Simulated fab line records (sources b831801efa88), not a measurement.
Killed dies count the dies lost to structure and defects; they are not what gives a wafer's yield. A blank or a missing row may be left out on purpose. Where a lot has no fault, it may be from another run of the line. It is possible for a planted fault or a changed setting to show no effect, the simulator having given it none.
fab line records	flow sky130	part 1 of 2: steps 1 to 25 of 34
record: lots: 5	wafers: 15	last_day: 49
route steps=708 shown METAL3@555 VIA3@573
lots untouched by any fault: they come from a run of this same line in which no faults occurred
start_h: start of the lot's first displayed wafer, in hours after the record's first day	wait_h: hours from the lot's prior step to this one	" identical to the entry in the row above	L1.1+2: one row covering several wafers at once	- no value, or no start given	* or withheld: withheld	< > ~ a bound
route shown NAME@n: a module of which the file shows steps, and the number in the route of the first	usual: mean and standard deviation over wafers with no fault	same: alike in all rows	chamber/n: place in a boat	sites: the reading at each site	_std_site: their standard deviation	_edge_site: inner sites' mean taken away from outer sites' mean	radius_mm: how far each site lies from the wafer's centre	mask NAME#n: copy n	behind: tool/chamber where the wafer was last shaped	hold: why the lot went on hold/how many hours it stayed there/how the hold came to an end	device: the transistor (n, p or np) that didn't switch	end of line: the tests these same wafers got at the end of their route	a step given without rows: its recipe and nothing more	killed: dies lost to structure and defects at the first sort, not the wafer's yield	map: a wafer's dies, marking killed ones x, the rest . and places with no die _
set.NAME: the setting that was run; set.NAME@STEP: the one run at that earlier step	model.NAME: the simulator's own value behind a step, which no gauge read
a table for each step, a row for each wafer; lots at some steps of the route
services: a tool's chamber out of use, with start hour (start_h, from the record's first day; less than 0 if before it), hours out, and reason
== steps ==
step: SKY_METAL3_DEHYDRATE_05
recipe: temp_c: 200	time_s: 60
usual: chill_plate_temp_C: 23.01/0.11
lot.wafer	tool	chamber	start_h	wait_h	chill_plate_temp_C
L076.1	litho_track-04	0	909.42	11.7	23.15
L076.2	"	0	"	"	23.06
L076.6	"	0	"	"	22.99
L083.1	litho_track-04	0	948.32	11.5	23.05
L083.3	"	0	"	"	22.94
L083.6	"	0	"	"	23.07
L086.2	litho_track-01	0	969.51	12.1	22.89
L086.5	"	0	"	"	22.88
L086.6	"	0	"	"	22.84
L088.1	litho_track-01	0	984.04	11.3	22.95
L088.2	"	0	"	"	23.05
L088.6	"	0	"	"	23.14
L092.1	litho_track-03	0	1011.99	11.0	23.00
L092.5	"	0	"	"	23.01
L092.6	"	0	"	"	23.01
step: SKY_METAL3_HMDS_06
recipe: prime_time_s: 60	prime_temp_c: 120
usual: chill_plate_temp_C: 23.01/0.11
lot.wafer	tool	chamber	start_h	wait_h	chill_plate_temp_C
L076.1	litho_track-04	0	909.57	0.1	22.80
L076.2	"	0	"	"	23.02
L076.6	"	0	"	"	22.99
L083.1	litho_track-04	0	948.47	0.1	22.91
L083.3	"	0	"	"	22.97
L083.6	"	0	"	"	22.94
L086.2	litho_track-01	0	969.66	0.1	23.04
L086.5	"	0	"	"	23.01
L086.6	"	0	"	"	22.89
L088.1	litho_track-01	0	984.19	0.1	23.07
L088.2	"	0	"	"	23.02
L088.6	"	0	"	"	23.15
L092.1	litho_track-03	0	1012.14	0.1	22.91
L092.5	"	0	"	"	22.94
L092.6	"	0	"	"	22.83
step: SKY_METAL3_COAT_07
recipe: resist: BARC	temp_c: withheld	time_s: withheld	spin_rpm: 3000	resist_thk_nm: 60
usual: chill_plate_temp_C: *
lot.wafer	tool	chamber	start_h	wait_h	chill_plate_temp_C
L076.1	litho_track-04	0	909.72	0.1	*
L076.2	"	0	"	"	*
L076.6	"	0	"	"	*
L083.1	litho_track-04	0	948.62	0.1	*
L083.3	"	0	"	"	*
L083.6	"	0	"	"	*
L086.2	litho_track-01	0	969.81	0.1	*
L086.5	"	0	"	"	*
L086.6	"	0	"	"	*
L088.1	litho_track-01	0	984.34	0.1	*
L088.2	"	0	"	"	*
L088.6	"	0	"	"	*
L092.1	litho_track-03	0	1012.29	0.1	*
L092.5	"	0	"	"	*
L092.6	"	0	"	"	*
step: SKY_METAL3_COAT_08
recipe: resist: KrF-thick	spin_rpm: 3000	resist_thk_nm: 1140
usual: chill_plate_temp_C: 23.01/0.097
lot.wafer	tool	chamber	start_h	wait_h	chill_plate_temp_C
L076.1	litho_track-04	0	-	-	23.03
L076.2	"	0	"	"	23.00
L076.6	"	0	"	"	23.04
L083.1	litho_track-04	0	-	-	22.98
L083.3	"	0	"	"	23.00
L083.6	"	0	"	"	23.12
L086.2	litho_track-01	0	-	-	22.89
L086.5	"	0	"	"	23.01
L086.6	"	0	"	"	23.00
L088.1	litho_track-01	0	-	-	23.17
L088.2	"	0	"	"	22.93
L088.6	"	0	"	"	23.00
L092.1	litho_track-03	0	-	-	22.95
L092.5	"	0	"	"	23.22
L092.6	"	0	"	"	23.06
step: SKY_METAL3_SOFTBAKE_09
recipe: temp_c: 100	time_s: 90	resist: KrF-thick
usual: chill_plate_temp_C: 22.99/0.1
lot.wafer	tool	chamber	start_h	wait_h	chill_plate_temp_C
L076.1	litho_track-04	0	-	-	22.95
L076.2	"	0	"	"	22.86
L076.6	"	0	"	"	22.96
L083.1	litho_track-04	0	-	-	22.95
L083.3	"	0	"	"	22.91
L083.6	"	0	"	"	23.00
L086.2	litho_track-01	0	-	-	22.96
L086.5	"	0	"	"	22.91
L086.6	"	0	"	"	22.94
L088.1	litho_track-01	0	-	-	22.94
L088.2	"	0	"	"	23.05
L088.6	"	0	"	"	23.02
L092.1	litho_track-03	0	-	-	22.91
L092.5	"	0	"	"	22.98
L092.6	"	0	"	"	22.89
step: SKY_METAL3_EXPOSE_10
recipe: mask_id: MM3	na: 0.68	source_shape: annular	sigma_inner: 0.4	sigma_outer: 0.8	target_cd_nm: 300	dose_mj: 28
lot.wafer	tool	chamber	start_h	wait_h	mask
L076.1+2+6	krf_scanner-02	0	-	-	MM3#0
L083.1+3+6	krf_scanner-02	0	-	-	MM3#0
L086.2+5+6	krf_scanner-01	0	-	-	MM3#0
L088.1+2+6	krf_scanner-02	0	-	-	MM3#0
L092.1+5+6	krf_scanner-01	0	-	-	MM3#0
step: SKY_METAL3_PEB_11
recipe: peb_temp_c: withheld	peb_time_s: withheld	resist: KrF-thick
usual: chill_plate_temp_C: *
lot.wafer	tool	chamber	start_h	wait_h	chill_plate_temp_C
L076.1	litho_track-01	0	-	-	*
L076.2	"	0	"	"	*
L076.6	"	0	"	"	*
L083.1	litho_track-04	0	-	-	*
L083.3	"	0	"	"	*
L083.6	"	0	"	"	*
L086.2	litho_track-04	0	-	-	*
L086.5	"	0	"	"	*
L086.6	"	0	"	"	*
L088.1	litho_track-03	0	-	-	*
L088.2	"	0	"	"	*
L088.6	"	0	"	"	*
L092.1	litho_track-01	0	-	-	*
L092.5	"	0	"	"	*
L092.6	"	0	"	"	*
step: SKY_METAL3_DEVELOP_12
recipe: develop_time_s: 60	resist: KrF-thick	dev_temp_c: 21
usual: chill_plate_temp_C: 22.98/0.12
same: develop_time_s: 60
lot.wafer	tool	chamber	start_h	wait_h	chill_plate_temp_C
L076.1	litho_track-01	0	-	-	23.03
L076.2	"	0	"	"	22.97
L076.6	"	0	"	"	22.98
L083.1	litho_track-04	0	-	-	23.14
L083.3	"	0	"	"	23.06
L083.6	"	0	"	"	23.08
L086.2	litho_track-04	0	-	-	22.78
L086.5	"	0	"	"	22.81
L086.6	"	0	"	"	22.86
L088.1	litho_track-03	0	-	-	22.85
L088.2	"	0	"	"	22.80
L088.6	"	0	"	"	22.80
L092.1	litho_track-01	0	-	-	23.09
L092.5	"	0	"	"	22.97
L092.6	"	0	"	"	22.85
step: SKY_METAL3_CD_MEAS_13
recipe: target_cd_nm: 300
usual: cd_nm: 300.1/1.4
lot.wafer	tool	chamber	start_h	wait_h	cd_nm
L076.1	cd_sem-02	-	922.34	-	300.2
L076.2	"	-	"	"	298.9
L076.6	"	-	"	"	300.5
L083.1	cd_sem-02	-	960.87	-	300.6
L083.3	"	-	"	"	301.6
L083.6	"	-	"	"	301.5
L086.2	cd_sem-02	-	981.84	-	298.5
L086.5	"	-	"	"	298.8
L086.6	"	-	"	"	298.6
L088.1	cd_sem-01	-	996.54	-	300.5
L088.2	"	-	"	"	302.0
L088.6	"	-	"	"	299.5
L092.1	cd_sem-01	-	1024.34	-	300.9
L092.5	"	-	"	"	301.7
L092.6	"	-	"	"	300.8
step: SKY_METAL3_OVL_MEAS_14
usual: METAL3_OVL: 3/4.7
lot.wafer	tool	chamber	start_h	wait_h	METAL3_OVL[nm]
L076.1	overlay-02	-	922.46	0.1	11
L076.2	"	-	"	"	10
L076.6	"	-	"	"	7
L083.1	overlay-01	-	960.99	0.1	1
L083.3	"	-	"	"	4
L083.6	"	-	"	"	5
L086.2	overlay-01	-	981.95	0.1	-3
L086.5	"	-	"	"	-13
L086.6	"	-	"	"	-5
L088.1	overlay-01	-	996.66	0.1	-5
L088.2	"	-	"	"	-1
L088.6	"	-	"	"	0
L092.1	overlay-01	-	1024.46	0.1	0
L092.5	"	-	"	"	-8
L092.6	"	-	"	"	-5
step: SKY_METAL3_DESCUM_15
recipe: chemistry: O2	source_power_w: 150	bias_power_w: 0	pressure_mtorr: 10	temp_c: 40	time_s: 8
usual: drypump_motor_current_A: 5.6/0.32	he_backside_leak_sccm: 3.29/0.2	oes_product_au: 1.003/0.015
lot.wafer	tool	chamber	start_h	wait_h	drypump_motor_current_A	he_backside_leak_sccm	oes_product_au	rf_hours_counter_h
L076.1	rie_metal-01	1	922.49	0.0	5.4	3.30	0.978	5
L076.2	"	0	"	"	5.6	3.26	0.998	11
L076.6	"	1	"	"	5.4	3.36	0.982	-
L083.1	rie_metal-02	1	961.03	0.0	5.8	2.95	1.019	8
L083.3	"	0	"	"	5.5	3.63	0.998	-
L083.6	"	1	"	"	5.8	3.04	1.018	-
L086.2	rie_metal-02	1	981.98	0.0	5.8	3.00	1.021	9
L086.5	"	1	"	"	5.8	3.02	1.025	-
L086.6	"	0	"	"	5.5	3.54	1.009	-
L088.1	rie_metal-01	0	996.70	0.0	5.5	3.54	1.003	15
L088.2	"	1	"	"	5.4	3.39	0.969	9
L088.6	"	0	"	"	5.6	3.32	1.007	-
L092.1	rie_metal-02	1	1024.49	0.0	5.8	3.09	1.024	11
L092.5	"	0	"	"	5.5	3.48	1.011	-
L092.6	"	1	"	"	5.8	2.81	1.028	-
step: SKY_METAL3_ETCH_16
recipe: chemistry: N2/H2	target: BARC	ion_energy_ev: 200	bias_w: 100	pressure_mtorr: 30	n2_flow_sccm: 100	h2_flow_sccm: 200	icp_w: 500	stop_on: SiO2	time_s: 88.2	target_depth_a: 600
usual: drypump_motor_current_A: 5.6/0.32	h2_flow_sccm: 200.0/0.58	he_backside_leak_sccm: 3.29/0.21	oes_product_au: 0.626/0.0042	throttle_valve_pct: 13.204/0.0091
lot.wafer	tool	chamber	start_h	wait_h	drypump_motor_current_A	h2_flow_sccm	he_backside_leak_sccm	oes_product_au	rf_hours_counter_h	throttle_valve_pct
L076.1	rie_metal-01	1	922.52	0.0	5.4	199.6	3.33	0.622	5	13.191
L076.2	"	0	"	"	5.6	200.0	3.35	0.622	11	13.205
L076.6	"	1	"	"	5.4	199.8	3.30	0.625	-	13.209
L083.1	rie_metal-02	1	961.06	0.0	5.8	199.5	3.04	0.627	8	13.195
L083.3	"	0	"	"	5.5	200.2	3.53	0.620	-	13.194
L083.6	"	1	"	"	5.8	200.0	3.08	0.627	-	13.213
L086.2	rie_metal-02	1	982.01	0.0	5.8	199.1	3.10	0.626	9	13.201
L086.5	"	1	"	"	5.8	200.4	3.00	0.620	-	13.190
L086.6	"	0	"	"	5.5	199.5	3.55	0.627	-	13.203
L088.1	rie_metal-01	0	996.73	0.0	5.6	199.5	3.27	0.624	15	13.191
L088.2	"	1	"	"	5.4	199.6	3.33	0.623	9	13.195
L088.6	"	0	"	"	5.6	199.8	3.30	0.631	-	13.201
L092.1	rie_metal-02	1	1024.53	0.0	5.7	199.2	2.95	0.629	11	13.217
L092.5	"	0	"	"	5.4	199.7	3.59	0.631	-	13.212
L092.6	"	1	"	"	5.8	199.5	3.00	0.628	-	13.202
step: SKY_METAL3_ETCH_17
recipe: target: SiO2	stop_on: TiN	chemistry: C4F8/O2/Ar	source_w: 1500	bias_w: 1200	pressure_mtorr: 40	c4f8_flow_sccm: withheld	O2_flow_sccm: 6	Ar_flow_sccm: 300	time_s: 3.9	target_depth_a: 150
usual: oes_product_au: 0.757/0.0073
lot.wafer	tool	chamber	start_h	wait_h	oes_product_au	rf_hours_counter_h
L076.1	rie_diel-02	3	922.62	0.1	0.744	18
L076.2	"	2	"	"	0.757	16
L076.6	"	0	"	"	0.758	-
L083.1	rie_diel-01	2	961.16	0.1	0.744	13
L083.3	"	3	"	"	0.754	14
L083.6	"	3	"	"	0.749	-
L086.2	rie_diel-02	2	982.11	0.1	0.761	18
L086.5	"	3	"	"	0.765	-
L086.6	"	2	"	"	0.749	-
L088.1	rie_diel-01	2	996.83	0.1	0.754	14
L088.2	"	0	"	"	0.762	19
L088.6	"	1	"	"	0.766	-
L092.1	rie_diel-03	0	1024.62	0.1	0.763	16
L092.5	"	2	"	"	0.760	-
L092.6	"	3	"	"	0.751	-
step: SKY_METAL3_METAL_ETCH_18
recipe: target_depth_a: 8450	stop_on: SiO2	over_etch_frac: 0.3	time_s: 183.1	chemistry: Cl2/BCl3	resist_sidewall_deg: 88	pressure_mtorr: 10	icp_w: 900	bias_w: 48.5	Cl2_flow_sccm: 60	bcl3_flow_sccm: 30
usual: drypump_motor_current_A: 5.6/0.35	he_backside_leak_sccm: 3.29/0.2	oes_product_au: 0.866/0.0064	throttle_valve_pct: 22.265/0.0093
same: over_etch_frac: 0.3
lot.wafer	tool	chamber	start_h	wait_h	drypump_motor_current_A	he_backside_leak_sccm	oes_product_au	rf_hours_counter_h	throttle_valve_pct
L076.1	rie_metal-02	0	922.64	0.0	5.5	3.51	0.863	3	22.259
L076.2	"	1	"	"	5.7	2.93	0.864	6	22.257
L076.6	"	1	"	"	5.7	2.95	0.871	-	22.271
L083.1	rie_metal-01	0	961.18	0.0	5.6	3.42	0.870	13	22.276
L083.3	"	1	"	"	5.4	3.45	0.860	-	22.270
L083.6	"	1	"	"	5.4	3.41	0.866	-	22.258
L086.2	rie_metal-03	0	982.13	0.0	5.0	3.09	0.869	6	22.279
L086.5	"	0	"	"	5.0	3.13	0.869	-	22.249
L086.6	"	1	"	"	6.2	3.23	0.855	-	22.270
L088.1	rie_metal-03	0	996.85	0.0	5.0	3.14	0.857	7	22.276
L088.2	"	1	"	"	6.1	3.28	0.867	21	22.269
L088.6	"	1	"	"	6.1	3.16	0.863	-	22.264
L092.1	rie_metal-03	1	1024.64	0.0	6.2	3.27	0.851	23	22.272
L092.5	"	0	"	"	5.0	3.09	0.856	-	22.272
L092.6	"	1	"	"	6.2	3.21	0.864	-	22.286
step: SKY_METAL3_STRIP_19
recipe: chemistry: O2/N2	power_w: 1400	pressure_mtorr: 1500	platen_temp_c: withheld	o2_flow_sccm: 3000	n2_flow_sccm: 300	overash_fraction: 0.5
usual: drypump_motor_current_A: 5.62/0.18	oes_product_au: 0.501/0.0059	strip_time_to_endpoint_s: 6.51/0.12
lot.wafer	tool	chamber	start_h	wait_h	drypump_motor_current_A	oes_product_au	rf_hours_counter_h	strip_time_to_endpoint_s
L076.1	plasma_asher-01	1	922.82	0.1	5.94	0.506	18	6.51
L076.2	"	0	"	"	5.46	0.499	18	6.41
L076.6	"	1	"	"	5.98	0.493	-	6.48
L083.1	plasma_asher-04	1	961.35	0.1	5.43	0.498	83	6.51
L083.3	"	1	"	"	5.45	0.505	-	6.75
L083.6	"	1	"	"	5.43	0.505	-	6.76
L086.2	plasma_asher-03	0	982.30	0.1	5.64	0.509	54	6.65
L086.5	"	0	"	"	5.61	0.499	-	6.61
L086.6	"	1	"	"	5.69	0.496	-	6.43
L088.1	plasma_asher-01	0	997.03	0.1	5.45	0.499	25	6.54
L088.2	"	1	"	"	6.00	0.493	25	6.35
L088.6	"	0	"	"	5.46	0.494	-	6.33
L092.1	plasma_asher-04	0	1024.82	0.1	5.67	0.500	90	6.37
L092.5	"	0	"	"	5.68	0.506	-	6.59
L092.6	"	1	"	"	5.40	0.491	-	6.28
step: SKY_METAL3_STRIP_20
recipe: chemistry: post_etch_residue_remover	time_s: 1200	temp_c: 72.5
usual: bath_heat_duty_pct: 14.3/1.3
lot.wafer	tool	chamber	start_h	wait_h	bath_heat_duty_pct
L076.1	wet_bench-02	0	922.92	0.1	16.5
L076.2	"	0	"	"	18.3
L076.6	"	0	"	"	17.5
L083.1	wet_bench-03	3	961.45	0.1	11.8
L083.3	"	3	"	"	13.3
L083.6	"	3	"	"	12.7
L086.2	wet_bench-01	0	982.40	0.1	14.5
L086.5	"	0	"	"	15.8
L086.6	"	0	"	"	15.9
L088.1	wet_bench-02	1	997.13	0.1	13.5
L088.2	"	1	"	"	12.9
L088.6	"	1	"	"	12.7
L092.1	wet_bench-03	1	1024.92	0.1	14.5
L092.5	"	1	"	"	14.8
L092.6	"	1	"	"	14.5
step: SKY_METAL3_CLEAN_21
recipe: chemistry: IPA	time_s: 180	temp_c: 25
usual: bath_heat_duty_pct: 6.1/0.69
lot.wafer	tool	chamber	start_h	wait_h	bath_heat_duty_pct
L076.1	wet_bench-02	1	923.29	0.0	6.1
L076.2	"	1	"	"	5.9
L076.6	"	1	"	"	5.4
L083.1	wet_bench-02	2	961.80	0.0	6.6
L083.3	"	2	"	"	6.6
L083.6	"	2	"	"	5.8
L086.2	wet_bench-03	2	982.75	0.0	5.2
L086.5	"	2	"	"	6.3
L086.6	"	2	"	"	5.8
L088.1	wet_bench-03	2	997.47	0.0	5.6
L088.2	"	2	"	"	5.4
L088.6	"	2	"	"	6.0
L092.1	wet_bench-02	1	1025.26	0.0	5.0
L092.5	"	1	"	"	5.5
L092.6	"	1	"	"	4.8
step: SKY_METAL3_CLEAN_22
recipe: chemistry: O3/DIW	dry: n2_spin
lot.wafer	tool	chamber	start_h	wait_h
L076.1+2+6	wet_bench-02	1	923.36	0.0
L083.1+3+6	wet_bench-03	2	961.85	0.0
L086.2+5+6	wet_bench-02	0	982.80	0.0
L088.1+2+6	wet_bench-01	2	997.53	0.0
L092.1+5+6	wet_bench-03	3	1025.33	0.0
step: SKY_VIA3_HDPCVD_00
recipe: material: SiO2	target_thk_nm: 1635	sigma_open_frac: 0.3	time_s: 272.5	temp_c: 400	sih4_flow_sccm: 60	pressure_mtorr: 6
lot.wafer	tool	chamber	start_h	wait_h
L076.1+2+6	hdpcvd-01	2,0,1	923.46	0.0
L083.1+3+6	hdpcvd-01	0,2,1	961.95	0.0
L086.2+5+6	hdpcvd-02	1,0,1	982.90	0.0
L088.1+2+6	hdpcvd-01	2,1,2	997.63	0.0
L092.1+5+6	hdpcvd-01	2,2,1	1025.42	0.0
step: SKY_VIA3_THK_MEAS_01
recipe: reads: SiO2_of_VIA3_HDPCVD_00
usual: VIA3_HDPCVD_THK: 1648/17
lot.wafer	tool	chamber	start_h	wait_h	VIA3_HDPCVD_THK[nm]
L076.1	film_metro-03	-	923.62	0.1	1651
L076.2	"	-	"	"	1649
L076.6	"	-	"	"	1638
L083.1	film_metro-04	-	962.11	0.1	1654
L083.3	"	-	"	"	1682
L083.6	"	-	"	"	1665
L086.2	film_metro-04	-	983.07	0.1	1640
L086.5	"	-	"	"	1676
L086.6	"	-	"	"	1650
L088.1	film_metro-04	-	997.79	0.1	1658
L088.2	"	-	"	"	1663
L088.6	"	-	"	"	1663
L092.1	film_metro-03	-	1025.59	0.1	1662
L092.5	"	-	"	"	1644
L092.6	"	-	"	"	1646
step: SKY_VIA3_CMP_02
recipe: material: SiO2	down_force_psi: 4	platen_rpm: 60	pad_velocity_m_s: 0.94248
usual: motor_current_A: 12.0/1.3
lot.wafer	tool	chamber	start_h	wait_h	motor_current_A
L076.2	cmp-02	0	923.68	0.0	13.6
L076.1	"	1	"	"	11.9
L076.6	"	0	"	"	13.2
L083.1	cmp-02	1	962.17	0.1	11.9
L083.3	"	0	"	"	13.6
L083.6	"	1	"	"	12.1
L086.2	cmp-01	2	983.12	0.0	10.4
L086.5	"	2	"	"	10.6
L086.6	"	3	"	"	10.6
L088.1	cmp-01	3	997.95	0.1	10.7
L088.2	"	0	"	"	12.0
L088.6	"	1	"	"	11.7
L092.1	cmp-01	0	1025.70	0.1	12.3
L092.5	"	3	"	"	10.3
L092.6	"	0	"	"	11.4
step: SKY_VIA3_BOW_MEAS_03
recipe: mode: bow
usual: VIA3_BOW: 78/8.7
lot.wafer	tool	chamber	start_h	wait_h	VIA3_BOW[um]
L076.1	film_metro-02	-	923.98	0.2	74
L076.2	"	-	"	"	83
L076.6	"	-	"	"	82
L083.1	film_metro-03	-	962.47	0.2	77
L083.3	"	-	"	"	93
L083.6	"	-	"	"	73
L086.2	film_metro-03	-	983.44	0.3	81
L086.5	"	-	"	"	86
L086.6	"	-	"	"	86
L088.1	film_metro-03	-	998.15	0.1	78
L088.2	"	-	"	"	74
L088.6	"	-	"	"	77
L092.1	film_metro-03	-	1025.95	0.2	70
L092.5	"	-	"	"	85
L092.6	"	-	"	"	62
step: SKY_VIA3_DEHYDRATE_04
recipe: temp_c: 200	time_s: 60
usual: chill_plate_temp_C: 22.99/0.1
lot.wafer	tool	chamber	start_h	wait_h	chill_plate_temp_C
L076.1	litho_track-01	0	935.64	11.6	23.04
L076.2	"	0	"	"	22.89
L076.6	"	0	"	"	23.05
L083.1	litho_track-02	0	973.63	11.1	22.94
L083.3	"	0	"	"	23.03
L083.6	"	0	"	"	23.01
L086.2	litho_track-02	0	994.85	11.4	22.94
L086.5	"	0	"	"	23.05
L086.6	"	0	"	"	23.08
L088.1	litho_track-02	0	1009.03	10.9	23.01
L088.2	"	0	"	"	23.06
L088.6	"	0	"	"	22.97
L092.1	litho_track-01	0	1036.99	11.0	23.05
L092.5	"	0	"	"	23.11
L092.6	"	0	"	"	23.08
step: SKY_VIA3_HMDS_05
recipe: prime_time_s: 60	prime_temp_c: 120
usual: chill_plate_temp_C: 23.02/0.1
lot.wafer	tool	chamber	start_h	wait_h	chill_plate_temp_C
L076.1	litho_track-01	0	935.79	0.1	22.91
L076.2	"	0	"	"	23.06
L076.6	"	0	"	"	22.99
L083.1	litho_track-02	0	973.78	0.1	23.05
L083.3	"	0	"	"	22.95
L083.6	"	0	"	"	22.96
L086.2	litho_track-02	0	995.00	0.1	22.96
L086.5	"	0	"	"	22.99
L086.6	"	0	"	"	23.04
L088.1	litho_track-02	0	1009.18	0.1	22.97
L088.2	"	0	"	"	22.95
L088.6	"	0	"	"	22.98
L092.1	litho_track-01	0	1037.14	0.1	22.96
L092.5	"	0	"	"	22.94
L092.6	"	0	"	"	22.94
step: SKY_VIA3_COAT_06
recipe: resist: BARC	temp_c: withheld	time_s: withheld	spin_rpm: 3000	resist_thk_nm: 60
usual: chill_plate_temp_C: *
lot.wafer	tool	chamber	start_h	wait_h	chill_plate_temp_C
L076.1	litho_track-01	0	935.94	0.1	*
L076.2	"	0	"	"	*
L076.6	"	0	"	"	*
L083.1	litho_track-02	0	973.93	0.1	*
L083.3	"	0	"	"	*
L083.6	"	0	"	"	*
L086.2	litho_track-02	0	995.15	0.1	*
L086.5	"	0	"	"	*
L086.6	"	0	"	"	*
L088.1	litho_track-02	0	1009.33	0.1	*
L088.2	"	0	"	"	*
L088.6	"	0	"	"	*
L092.1	litho_track-01	0	1037.29	0.1	*
L092.5	"	0	"	"	*
L092.6	"	0	"	"	*
